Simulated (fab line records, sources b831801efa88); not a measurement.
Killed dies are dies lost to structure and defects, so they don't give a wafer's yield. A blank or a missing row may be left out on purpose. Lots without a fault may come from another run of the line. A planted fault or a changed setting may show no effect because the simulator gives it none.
fab line records | flow sfq_line
record lots=7 wafers=18 last_day=92
route steps=325 shown I2@107 M3@118 I3@133 M4@148 M8@325
lots that met no fault: from a run of the same line without faults
start_h: hours from the record's first day to the start of the lot's first wafer shown | wait_h: hours since the lot's step before | " the same as in the row above | L1.1+2: a row that stands for several wafers | - no value, or no start given | * or withheld: withheld | < > ~ a bound
route shown NAME@n: a module of which the file shows steps, and the number in the route of the first | usual: mean/standard deviation of fault-free wafers | same: alike in all rows | chamber/n: place in a boat | sites: the reading at each site | _std_site: their standard deviation | _edge_site: outer sites' mean less inner sites' | radius_mm: how far each site lies from the wafer's centre | mask NAME#n: copy n | behind: the tool/chamber that last shaped the wafer | hold: why the lot was held/for how many hours/how that ended | device: the transistor (n, p or np) that didn't switch | end of line: the same wafers' tests at the end of the route | a step without rows: its recipe alone | killed: dies lost to structure and defects at the first sort, not the wafer's yield | map: a wafer's dies, x killed, . not, _ none there
set.NAME: the setting as run; set.NAME@STEP: as run at that earlier step | model.NAME: the simulator's own value behind a step, which no gauge read
lots at some steps of the route; a table a step, a row a wafer
services: from which hour (start_h, from the record's first day; less than 0 if before it) a tool's chamber was out of use, for how many hours, and why
## steps
# step SFQ_TRILAYER_I2_VIA_LITHO_COAT_072
# recipe resist=BARC spin_rpm=3000 resist_thk_nm=62
# step SFQ_TRILAYER_I2_VIA_LITHO_COAT_067
# recipe resist=KrF spin_rpm=3000 resist_thk_nm=650
# step SFQ_TRILAYER_I2_VIA_LITHO_SOFTBAKE_071
# recipe temp_c=withheld time_s=withheld resist=KrF
# step SFQ_TRILAYER_I2_VIA_LITHO_EXPOSE_068
# recipe mask_id=I2 na=0.6 source_shape=conventional sigma_outer=0.65 target_cd_nm=500 dose_mj=21.3
# step SFQ_TRILAYER_I2_VIA_LITHO_PEB_070
# recipe peb_temp_c=115 peb_time_s=60 resist=KrF
# step SFQ_TRILAYER_I2_VIA_LITHO_DEVELOP_069
# recipe time_s=60 resist=KrF
# step SFQ_I2_OVL_MEAS_918
# usual I2_OVL=-2/5.3
# columns lot.wafer tool chamber start_h wait_h I2_OVL[nm]
L229.1 overlay-02 - 747.21 0.1 2
L229.2 " - " " 4
L229.3 " - " " 8
L232.1 overlay-02 - 762.81 0.1 -5
L232.3 " - " " -6
L232.4 " - " " 2
L234.2 overlay-01 - 788.88 0.1 3
L234.5 " - " " 3
L235.2 overlay-01 - 797.28 0.1 0
L235.5 " - " " -11
L236.2 overlay-01 - 806.88 0.1 -5
L236.5 " - " " 6
L245.1 overlay-01 - 916.20 0.1 -8
L245.3 " - " " -6
L245.5 " - " " -9
L246.1 overlay-01 - 925.93 0.1 -2
L246.2 " - " " 1
L246.6 " - " " 0
# step SFQ_TRILAYER_I2_VIA_BARC_OPEN_VIA_ETCH_096
# recipe mask_material=PR chemistry=O2 target_depth_nm=125 target=BARC source_w=500 bias_w=80 pressure_mtorr=30 time_s=41.7
# step SFQ_TRILAYER_I2_VIA_ETCH_VIA_ETCH_070
# recipe target=SiO2 stop_on=Nb mask_material=PR taper_deg=20 chemistry=CHF3 target_depth_nm=260 source_w=500 bias_w=80 pressure_mtorr=30 time_s=withheld
# step SFQ_TRILAYER_I2_VIA_STRIP_STRIP_071
# recipe gas=O2 power_w=200 platen_temp_c=40 overash_fraction=0.65 chemistry=O2 pressure_mtorr=50
# step SFQ_TRILAYER_I2_VIA_STRIP_SOLV_CLEAN_072
# recipe chemistry=NMP temp_c=70 time_s=600
# step SFQ_TRILAYER_M3_DEP_PRE_CLEAN_074
# recipe gas=Ar time_s=22.5 bias_v=250
# step SFQ_TRILAYER_M3_DEP_SPUTTER_073
# recipe material=Nb base_pressure_pa=1.33e-06 chamber_pressure_pa=0.1333 substrate_temp_c=20 resputter_cathode_voltage_v=400 target_thk_nm=200 power_w=2000 time_s=133.3
# usual resputter_cathode_voltage_v=400/4.2 substrate_temp_c=20.00/0.11 throttle_valve_pct=30.5/0.95
# columns lot.wafer tool chamber start_h wait_h resputter_cathode_voltage_v substrate_temp_c throttle_valve_pct model.Nb_of_TRILAYER_M3_DEP_SPUTTER_073.thk_nm
L229.1 pvd_sputter-04 - 748.20 0.0 394 19.97 29.2 202.7
L229.2 " - " " 409 20.03 30.9 200.7
L229.3 " - " " 391 20.24 30.8 200
L232.1 pvd_sputter-04 - 763.80 0.0 404 19.93 29.2 201
L232.3 " - " " 401 20.01 31.2 198.7
L232.4 " - " " 402 19.94 30.8 199.3
L234.2 pvd_sputter-04 - 789.88 0.0 399 20.06 29.0 339.2
L234.5 " - " " 400 19.98 30.9 201.3
L235.2 pvd_sputter-04 - 798.26 0.0 395 19.87 31.3 335.4
L235.5 " - " " 401 19.98 31.4 199.8
L236.2 pvd_sputter-04 - 808.08 0.0 404 19.75 31.5 334.8
L236.5 " - " " 399 19.91 30.9 198.4
L245.1 pvd_sputter-03 - 917.20 0.0 398 20.01 29.5 200.9
L245.3 " - " " 406 19.82 30.8 199.4
L245.5 " - " " 403 20.20 31.8 199.6
L246.1 pvd_sputter-04 - 926.92 0.0 397 19.82 29.1 200.8
L246.2 " - " " 406 19.90 30.7 197.6
L246.6 " - " " 401 20.01 29.3 201.1
# step SFQ_M3_RS_MEAS_919
# recipe thk_meas_gauge=four-point-probe reads=Nb_of_TRILAYER_M3_DEP_SPUTTER_073
# usual M3_NB_RS=0.891/0.009
# columns lot.wafer tool chamber start_h wait_h hold M3_NB_RS[ohm/sq]
L229.1 film_metro-03 - 748.29 0.0 - 0.879
L229.2 " - " " - 0.887
L229.3 " - " " - 0.891
L232.1 film_metro-04 - 763.89 0.0 - 0.885
L232.3 " - " " - 0.898
L232.4 " - " " - 0.891
L234.2 film_metro-03 - 789.99 0.1 await_dispo/0.2h/release 0.523
L234.5 " - " " await_dispo/0.2h/release 0.885
L234.2 film_metro-03 - 790.28 0.3 - 0.522
L234.5 " - " " - 0.886
L235.2 film_metro-01 - 798.38 0.1 await_dispo/0.2h/release 0.527
L235.5 " - " " await_dispo/0.2h/release 0.889
L235.2 film_metro-01 - 798.66 0.3 - 0.527
L235.5 " - " " - 0.889
L236.2 film_metro-04 - 808.19 0.1 await_dispo/0.2h/release 0.529
L236.5 " - " " await_dispo/0.2h/release 0.896
L236.2 film_metro-04 - 808.48 0.3 - 0.530
L236.5 " - " " - 0.897
L245.1 film_metro-03 - 917.29 0.0 - 0.883
L245.3 " - " " - 0.894
L245.5 " - " " - 0.894
L246.1 film_metro-01 - 927.01 0.0 - 0.885
L246.2 " - " " - 0.899
L246.6 " - " " - 0.883
# step SFQ_TRILAYER_M3_LITHO_COAT_075
# recipe resist=KrF spin_rpm=3000 resist_thk_nm=600
# step SFQ_TRILAYER_M3_LITHO_SOFTBAKE_079
# recipe temp_c=withheld time_s=withheld resist=KrF
# step SFQ_TRILAYER_M3_LITHO_EXPOSE_076
# recipe mask_id=M3 na=0.6 source_shape=conventional sigma_outer=0.65 target_cd_nm=500 dose_mj=14.4
# step SFQ_TRILAYER_M3_LITHO_PEB_078
# recipe peb_temp_c=115 peb_time_s=60 resist=KrF
# step SFQ_TRILAYER_M3_LITHO_DEVELOP_077
# recipe time_s=60 resist=KrF
# step SFQ_M3_OVL_MEAS_921
# usual M3_OVL=-1/6.1
# columns lot.wafer tool chamber start_h wait_h M3_OVL[nm]
L229.1 overlay-01 - 904.20 0.1 -4
L229.2 " - " " -5
L229.3 " - " " 1
L232.1 overlay-02 - 915.00 0.1 11
L232.3 " - " " 13
L232.4 " - " " 1
L234.2 overlay-01 - 936.73 0.1 4
L234.5 " - " " 10
L235.2 overlay-02 - 942.86 0.1 6
L235.5 " - " " 0
L236.2 overlay-01 - 954.86 0.1 0
L236.5 " - " " -1
L245.1 overlay-01 - 1077.75 0.1 -4
L245.3 " - " " -4
L245.5 " - " " 1
L246.1 overlay-01 - 1084.95 0.1 2
L246.2 " - " " 3
L246.6 " - " " 0
# step SFQ_TRILAYER_M3_BARC_OPEN_METAL_ETCH_100
# recipe mask_material=PR chemistry=O2 target_depth_nm=125 target=BARC icp_w=600 bias_w=80 pressure_mtorr=10 time_s=41.7
# usual drypump_motor_current_A=5.8/0.34 oes_product_au=0.685/0.0044
# columns lot.wafer tool chamber start_h wait_h drypump_motor_current_A oes_product_au rf_hours_counter_h
L229.1 rie_metal-04 1 904.24 0.0 6.2 0.691 73
L229.2 " 0 " " 5.8 0.682 107
L229.3 " 0 " " 5.8 0.682 -
L232.1 rie_metal-01 1 915.04 0.0 5.4 0.678 100
L232.3 " 1 " " 5.4 0.684 -
L232.4 " 0 " " 5.5 0.684 -
L234.2 rie_metal-02 0 936.76 0.0 5.5 0.685 47
L234.5 " 0 " " 5.5 0.682 -
L235.2 rie_metal-02 0 942.89 0.0 5.5 0.688 48
L235.5 " 0 " " 5.5 0.685 -
L236.2 rie_metal-04 0 954.89 0.0 5.8 0.690 113
L236.5 " 0 " " 5.8 0.687 -
L245.1 rie_metal-01 1 1077.78 0.0 5.4 0.688 121
L245.3 " 1 " " 5.4 0.685 -
L245.5 " 1 " " 5.4 0.683 -
L246.1 rie_metal-02 0 1084.98 0.0 5.5 0.691 66
L246.2 " 1 " " 6.3 0.685 126
L246.6 " 1 " " 6.3 0.680 -
# step SFQ_TRILAYER_M3_ETCH_METAL_ETCH_078
# recipe target=Nb stop_on=SiO2 mask_material=PR chemistry=Cl2/Ar target_depth_nm=240 icp_w=600 bias_w=80 pressure_mtorr=10 time_s=120
# usual drypump_motor_current_A=5.8/0.34 oes_product_au=0.893/0.0071
# columns lot.wafer tool chamber start_h wait_h drypump_motor_current_A oes_product_au rf_hours_counter_h
L229.1 rie_metal-04 1 904.30 0.0 6.2 0.906 73
L229.2 " 0 " " 5.8 0.897 107
L229.3 " 0 " " 5.8 0.889 -
L232.1 rie_metal-01 1 915.10 0.0 5.4 0.900 100
L232.3 " 1 " " 5.5 0.895 -
L232.4 " 0 " " 5.5 0.893 -
L234.2 rie_metal-02 0 936.82 0.0 5.5 0.992 47
L234.5 " 0 " " 5.4 0.901 -
L235.2 rie_metal-02 0 942.95 0.0 5.5 1.006 48
L235.5 " 0 " " 5.5 0.889 -
L236.2 rie_metal-04 0 954.95 0.0 5.8 0.993 113
L236.5 " 0 " " 5.8 0.882 -
L245.1 rie_metal-01 1 1077.84 0.0 5.4 0.895 121
L245.3 " 1 " " 5.4 0.893 -
L245.5 " 1 " " 5.4 0.898 -
L246.1 rie_metal-02 0 1085.04 0.0 5.5 0.893 67
L246.2 " 1 " " 6.3 0.892 126
L246.6 " 1 " " 6.3 0.903 -
# step SFQ_TRILAYER_M3_STRIP_STRIP_079
# recipe gas=O2 power_w=200 platen_temp_c=40 overash_fraction=0.65 chemistry=O2 pressure_mtorr=50
# step SFQ_TRILAYER_M3_STRIP_SOLV_CLEAN_080
# recipe chemistry=NMP temp_c=70 time_s=600
# step SFQ_TRILAYER_I3_DEP_PECVD_081
# recipe material=SiO2 temp_c=150 time_s=111.11 pressure_torr=2.4 rf_w=183.3 precursor=SiH4/N2O target_thk_nm=500
# usual heater_power_w=85/18 throttle_valve_pct=24.0/1
# columns lot.wafer tool chamber start_h wait_h heater_power_w throttle_valve_pct
L229.1 pecvd-04 1 905.20 0.0 62 25.4
L229.2 " 2 " " 85 22.9
L229.3 " 0 " " 63 24.2
L232.1 pecvd-04 2 916.00 0.0 89 22.8
L232.3 " 0 " " 66 24.2
L232.4 " 1 " " 65 25.2
L234.2 pecvd-01 0 937.72 0.0 69 23.5
L234.5 " 0 " " 75 23.4
L235.2 pecvd-04 2 943.85 0.0 83 23.6
L235.5 " 1 " " 59 25.3
L236.2 pecvd-04 0 955.85 0.0 72 24.3
L236.5 " 0 " " 71 24.3
L245.1 pecvd-01 0 1078.74 0.0 78 23.7
L245.3 " 2 " " 85 24.7
L245.5 " 0 " " 80 23.6
L246.1 pecvd-02 0 1085.94 0.0 94 21.5
L246.2 " 1 " " 111 24.6
L246.6 " 0 " " 100 21.6
# step SFQ_TRILAYER_I3_CMP_CMP_082
# recipe material=SiO2 down_force_psi=3 platen_rpm=60 pad_velocity_m_s=0.94248
# usual motor_current_A=10.1/1.1 slurry_flow_ml_min=149.9/0.51 time_to_endpoint_s=215/7.3
# columns lot.wafer tool chamber start_h wait_h motor_current_A slurry_flow_ml_min time_to_endpoint_s
L229.2 cmp-02 2 905.78 0.5 7.9 150.0 210
L229.1 " 3 " " 11.6 150.4 210
L229.3 " 0 " " 10.6 150.0 220
L232.1 cmp-02 1 916.08 0.0 9.7 150.2 217
L232.4 " 2 " " 8.0 149.9 228
L232.3 " 0 917.58 1.5 10.0 150.1 210
L234.2 cmp-01 3 938.30 0.5 9.6 149.7 209
L234.5 " 3 940.30 2.5 10.5 149.6 205
L235.2 cmp-01 3 945.43 1.5 10.3 148.9 210
L235.5 " 0 " " 9.1 149.9 224
L236.2 cmp-02 0 956.43 0.5 10.1 149.7 221
L236.5 " 0 958.43 2.5 10.5 150.2 223
L245.1 cmp-01 1 1086.22 7.4 10.9 149.6 207
L245.3 " 2 " " 9.8 149.6 207
L245.5 " 1 1088.22 9.4 10.8 149.6 218
L246.2 cmp-02 2 1093.72 7.7 8.1 149.3 208
L246.1 " 0 1094.72 8.7 10.6 149.9 215
L246.6 " 2 1095.72 9.7 7.8 149.6 217
# step SFQ_I3_BOW_MEAS_922
# recipe mode=bow
# usual I3_BOW=3/8.5
# columns lot.wafer tool chamber start_h wait_h I3_BOW[um]
L229.1 film_metro-02 - 908.28 1.5 18
L229.2 " - " " 30
L229.3 " - " " 19
L232.1 film_metro-02 - 919.08 2.5 8
L232.3 " - " " 3
L232.4 " - " " 3
L234.2 film_metro-04 - 940.82 2.0 -8
L234.5 " - " " -4
L235.2 film_metro-04 - 946.95 1.0 13
L235.5 " - " " 6
L236.2 film_metro-01 - 958.95 2.0 7
L236.5 " - " " -2
L245.1 film_metro-01 - 1089.22 2.5 2
L245.3 " - " " -2
L245.5 " - " " 4
L246.1 film_metro-01 - 1096.22 1.0 -2
L246.2 " - " " 7
L246.6 " - " " 5
# step SFQ_TRILAYER_I3_METRO_MEASURE_083
# step SFQ_TRILAYER_I3_VIA_LITHO_COAT_090
# recipe resist=BARC spin_rpm=3000 resist_thk_nm=62
# step SFQ_TRILAYER_I3_VIA_LITHO_COAT_085
# recipe resist=KrF spin_rpm=3000 resist_thk_nm=650
# step SFQ_TRILAYER_I3_VIA_LITHO_SOFTBAKE_089
# recipe temp_c=withheld time_s=withheld resist=KrF
# step SFQ_TRILAYER_I3_VIA_LITHO_EXPOSE_086
# recipe mask_id=I3 na=0.6 source_shape=conventional sigma_outer=0.65 target_cd_nm=500 dose_mj=21.3
# step SFQ_TRILAYER_I3_VIA_LITHO_PEB_088
# recipe peb_temp_c=115 peb_time_s=60 resist=KrF
# step SFQ_TRILAYER_I3_VIA_LITHO_DEVELOP_087
# recipe time_s=60 resist=KrF
# step SFQ_I3_OVL_MEAS_923
# usual I3_OVL=0/6.2
# columns lot.wafer tool chamber start_h wait_h I3_OVL[nm]
L229.1 overlay-02 - 1068.15 0.1 -1
L229.2 " - " " 4
L229.3 " - " " 3
L232.1 overlay-01 - 1080.59 0.1 1
L232.3 " - " " 3
L232.4 " - " " 5
L234.2 overlay-01 - 1102.67 0.1 -13
L234.5 " - " " -10
L235.2 overlay-01 - 1111.07 0.1 0
L235.5 " - " " 6
L236.2 overlay-02 - 1119.47 0.1 0
L236.5 " - " " 13
L245.1 overlay-02 - 1219.47 0.1 -4
L245.3 " - " " -6
L245.5 " - " " -4
L246.1 overlay-01 - 1226.67 0.1 0
L246.2 " - " " 9
L246.6 " - " " 8
# step SFQ_TRILAYER_I3_VIA_BARC_OPEN_VIA_ETCH_121
# recipe mask_material=PR chemistry=O2 target_depth_nm=125 target=BARC source_w=500 bias_w=80 pressure_mtorr=30 time_s=41.7
# step SFQ_TRILAYER_I3_VIA_ETCH_VIA_ETCH_088
# recipe target=SiO2 stop_on=Nb mask_material=PR taper_deg=20 chemistry=CHF3 target_depth_nm=260 source_w=500 bias_w=80 pressure_mtorr=30 time_s=withheld
# usual drypump_motor_current_A=5.7/0.34 oes_product_au=0.856/0.0059
# columns lot.wafer tool chamber start_h wait_h drypump_motor_current_A oes_product_au
L229.1 rie_diel-02 2 1068.22 0.0 6.1 0.859
L229.2 " 1 " " 5.6 0.854
L229.3 " 0 " " 5.6 0.862
L232.1 rie_diel-04 1 1080.67 0.0 5.3 0.849
L232.3 " 0 " " 5.9 0.861
L232.4 " 3 " " 5.6 0.863
L234.2 rie_diel-03 2 1102.74 0.0 5.9 0.853
L234.5 " 1 " " 6.5 0.835
L235.2 rie_diel-02 2 1111.14 0.0 6.0 0.855
L235.5 " 3 " " 5.6 0.854
L236.2 rie_diel-02 1 1119.54 0.0 5.6 0.864
L236.5 " 3 " " 5.6 0.853
L245.1 rie_diel-03 3 1219.55 0.0 5.6 0.857
L245.3 " 2 " " 5.9 0.844
L245.5 " 3 " " 5.6 0.858
L246.1 rie_diel-02 0 1226.75 0.0 5.6 0.861
L246.2 " 3 " " 5.6 0.856
L246.6 " 0 " " 5.6 0.866
# step SFQ_TRILAYER_I3_VIA_STRIP_STRIP_089
# recipe gas=O2 power_w=200 platen_temp_c=40 overash_fraction=0.65 chemistry=O2 pressure_mtorr=50
# usual drypump_motor_current_A=5.72/0.3 oes_product_au=1.000/0.0082
# columns lot.wafer tool chamber start_h wait_h drypump_motor_current_A oes_product_au rf_hours_counter_h
L229.1 rie_metal-02 0 1068.34 - 5.48 0.992 63
L229.2 " 1 " " 6.31 1.005 122
L229.3 " 1 " " 6.31 0.999 -
L232.1 rie_metal-01 0 1080.78 - 5.52 1.005 12
L232.3 " 1 " " 5.45 0.985 -
L232.4 " 0 " " 5.52 1.001 -
L234.2 rie_metal-02 0 1102.86 - 5.48 1.002 69
L234.5 " 1 " " 6.31 1.005 -
L235.2 rie_metal-01 1 1111.26 - 5.44 0.991 126
L235.5 " 0 " " 5.54 1.006 -
L236.2 rie_metal-01 1 1119.66 - 5.45 1.000 126
L236.5 " 0 " " 5.52 1.013 -
L245.1 rie_metal-01 1 1219.66 - 5.42 1.004 11
L245.3 " 0 " " 5.52 1.006 -
L245.5 " 1 " " 5.45 1.007 -
L246.1 rie_metal-02 0 1226.86 - 5.45 0.983 88
L246.2 " 1 " " 6.30 1.006 0
L246.6 " 1 " " 6.31 1.007 -
# step SFQ_TRILAYER_I3_VIA_STRIP_SOLV_CLEAN_090
# recipe chemistry=NMP temp_c=70 time_s=600
# step SFQ_TRILAYER_M4_DEP_PRE_CLEAN_092
# recipe gas=Ar time_s=22.5 bias_v=250
# step SFQ_M8_BOW_MEAS_951
# recipe mode=bow
# usual M8_BOW=7/11
# columns lot.wafer tool chamber start_h wait_h M8_BOW[um] model.etest.m3.comb_log10_ohm model.etest.m3.ohm_sq
L229.1 film_metro-02 - 1943.92 0.0 13 12 0.878
L229.2 " - " " 25 12 0.8869
L229.3 " - " " 12 12 0.8897
L232.1 film_metro-02 - 1959.76 0.0 16 12 0.8855
L232.3 " - " " 12 12 0.8954
L232.4 " - " " 12 12 0.893
L234.2 film_metro-03 - 2031.73 0.0 -11 - -
L234.5 " - " " -4 - -
L235.2 film_metro-03 - 2054.21 0.0 22 0 0.5307
L235.5 " - " " 16 12 0.8907
L236.2 film_metro-04 - 2055.41 0.0 5 0 0.5315
L236.5 " - " " -2 12 0.8972
L245.1 film_metro-04 - 2192.64 0.0 7 12 0.8859
L245.3 " - " " 1 12 0.8926
L245.5 " - " " 7 12 0.8915
L246.1 film_metro-03 - 2196.85 0.0 -6 12 0.8863
L246.2 " - " " 4 12 0.9008
L246.6 " - " " 2 12 0.8851
## services
# columns tool chamber start_h hours kind
pecvd-04 - 730.72 1.0 repair
rie_diel-02 - 757.51 1.4 repair
rie_diel-02 - 761.09 2.8 pm
pvd_sputter-04 - 768.68 20.8 repair
rie_diel-02 3 793.17 8.1 repair
pvd_sputter-04 - 828.63 9.4 repair
rie_diel-02 1 838.81 9.0 repair
cmp-02 - 861.13 1.5 repair
rie_metal-02 0 871.02 13.8 repair
pecvd-04 2 885.31 5.4 repair
cmp-02 - 887.97 0.3 repair
rie_metal-02 1 891.52 1.6 repair
pvd_sputter-04 - 907.09 1.7 repair
cmp-02 - 919.08 4.0 pm
pvd_sputter-04 - 965.09 8.9 repair
cmp-02 - 1021.70 5.3 pm
cmp-02 - 1029.37 0.6 repair
rie_metal-02 - 1053.20 2.8 pm
rie_metal-01 1 1062.94 5.3 repair
cmp-02 - 1117.07 2.5 repair
cmp-02 - 1118.40 0.5 repair
cmp-02 - 1173.59 6.9 pm
cmp-02 - 1208.86 0.6 repair
rie_metal-02 1 1216.63 4.5 repair
## key
first_sign step=SFQ_M3_RS_MEAS_919 reading=visit direction=added
effect step=SFQ_M3_RS_MEAS_919 reading=M3_NB_RS direction=down sigmas=40 usual=0.891 struck=0.526
effect step=SFQ_TRILAYER_M3_ETCH_METAL_ETCH_078 reading=oes_product_au direction=up sigmas=15 usual=0.893 struck=0.997
model_effect step=SFQ_TRILAYER_M3_DEP_SPUTTER_073 value=Nb_of_TRILAYER_M3_DEP_SPUTTER_073.thk_nm without=199.6 struck=336.5
model_effect step=SFQ_M8_BOW_MEAS_951 value=etest.m3.comb_log10_ohm without=12 struck=0
met_at SFQ_TRILAYER_M3_DEP_SPUTTER_073
struck_wafers L234.2,L235.2,L236.2
onset_between 763.80 789.88
fault kind=process_parameter_drift tool=pvd_sputter-04 chamber=- onset_h=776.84 steps=SFQ_TRILAYER_M3_DEP_SPUTTER_073 channel=target_thk_nm offset=136.85 shape=step end_h=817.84 scope=struck_wafers_only acts_in=these_recipes_only stated=200
